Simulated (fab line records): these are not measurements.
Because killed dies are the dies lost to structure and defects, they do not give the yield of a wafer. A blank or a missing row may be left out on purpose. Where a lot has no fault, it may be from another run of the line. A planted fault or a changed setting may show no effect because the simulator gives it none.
Matching of chambers    flow gf180mcu    cmp-02 running GF_V1_CMP_26: 4 sister chambers
The step polishes, stops on SiO2, t overpolish 15 s, target thk 0 nm. 8 wafers are shown with their chamber, then 7 later ones without.

== WAFERS PAIRED WITH THEIR CHAMBERS ==
wafer   chamber  motorCurrentA (A)  timeToEndpointS (s)
L804.4  2        12.0               93
L804.5  1        10.5               88
L807.2  2        11.7               84
L807.6  1        10.4               81
L809.5  0        12.4               85
L809.6  3        13.3               78
L816.1  3        14.1               82
L816.2  0        11.4               80

== WAFERS WHOSE CHAMBER IS MISSING ==
wafer   motorCurrentA (A)  timeToEndpointS (s)
L816.5  11.4               89
L818.1  10.4               79
L818.2  12.0               83
L818.6  11.7               83
L821.1  10.3               75
L821.3  11.7               75
L821.4  14.4               72

== WHICH CHAMBER EACH WENT THROUGH ==
wafer   from the rows above           in truth
L816.5  can't be placed: 2 or 0 or 1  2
L818.1  1                             1
L818.2  can't be placed: 0 or 2       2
L818.6  can't be placed: 0 or 2       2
L821.1  can't be placed: 1 or 0       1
L821.3  can't be placed: 0 or 2 or 1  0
L821.4  3                             3
2 of 7 placed correctly. Not placeable from these rows: 5 (in 5, the candidates include the true chamber). 0 placed wrongly.
How it was worked out, from the rows above alone: a wafer's distance from a chamber is the root of the sum, over the readings, of the square of ((its reading less the chamber's mean) divided by the reading's scatter). The wafer belongs to the nearest chamber; if the next one is less than 2 further off, it can't be placed. For every chamber, the mean is computed from those of its wafers that are shown. The scatter: take each reading less its chamber's mean, square it, sum over the shown wafers, divide by the number of wafers less the number of chambers, and take the root.
